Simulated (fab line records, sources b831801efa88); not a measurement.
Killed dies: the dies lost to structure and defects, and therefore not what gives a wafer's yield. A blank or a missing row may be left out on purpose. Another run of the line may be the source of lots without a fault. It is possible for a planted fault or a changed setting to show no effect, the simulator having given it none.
Which of the tools did it?    flow sky130    14 lots, 42 wafers sampled, at 1 step of a route of 708

WHAT EACH GAUGE READ, for each wafer
SKY_VIA2_BOW_MEAS_03. Usual: VIA2_BOW typically reads 86 um, with standard deviation 7.8.
lot   measured      on            VIA2_BOW (um)  flag
L648  day 36 14:22  filmMetro-01  72 96 88       
L651  day 37 09:55  filmMetro-02  90 90 81       
L649  day 37 12:59  filmMetro-03  76 85 83       
L652  day 37 17:31  filmMetro-03  79 91 76       
L654  day 38 13:59  filmMetro-02  80 91 87       
L656  day 39 03:33  filmMetro-01  94 90 86       
L658  day 39 05:17  filmMetro-01  78 68 75       
L661  day 40 13:32  filmMetro-01  75 96 88       
L662  day 40 15:46  filmMetro-01  89 88 96       
L663  day 41 02:55  filmMetro-02  77 76 79       
L665  day 41 10:42  filmMetro-01  93 101 96      
L666  day 41 12:42  filmMetro-03  87 79 78       
L667  day 42 00:22  filmMetro-02  83 82 83       
L668  day 42 04:50  filmMetro-03  84 80 75       

WHAT TOOL EACH LOT RAN ON (gives the tool, then ch and the chambers of the sampled wafers, and finally the start)
The record shows no process step preceding these readings.

WHAT THE TOOLS THEMSELVES READ (means of the sampled wafers that have a number; where no wafer has one, the mark that the record gives instead)
The record holds no such reading with a usual standard deviation.

THE ANSWER, worked out from the rows above alone
Rule: a lot counts as off when the mean over its wafers that have a number is more than 3 standard deviations away from the usual mean. Also off: a lot with no number at a reading for which 4 or more lots have one. The other lots that the step has rows for count as sound. The gauges are gone through in route order, then the tools' own readings, and for those a lot's mean is taken as printed above. The first step at which some lot is off is used, and at that step the reading that is off furthest; a lot without a number counts as furthest.
No lot is off on any of the readings shown, so nothing can be concluded from this.

WHAT THE SIMULATOR HAD INSERTED
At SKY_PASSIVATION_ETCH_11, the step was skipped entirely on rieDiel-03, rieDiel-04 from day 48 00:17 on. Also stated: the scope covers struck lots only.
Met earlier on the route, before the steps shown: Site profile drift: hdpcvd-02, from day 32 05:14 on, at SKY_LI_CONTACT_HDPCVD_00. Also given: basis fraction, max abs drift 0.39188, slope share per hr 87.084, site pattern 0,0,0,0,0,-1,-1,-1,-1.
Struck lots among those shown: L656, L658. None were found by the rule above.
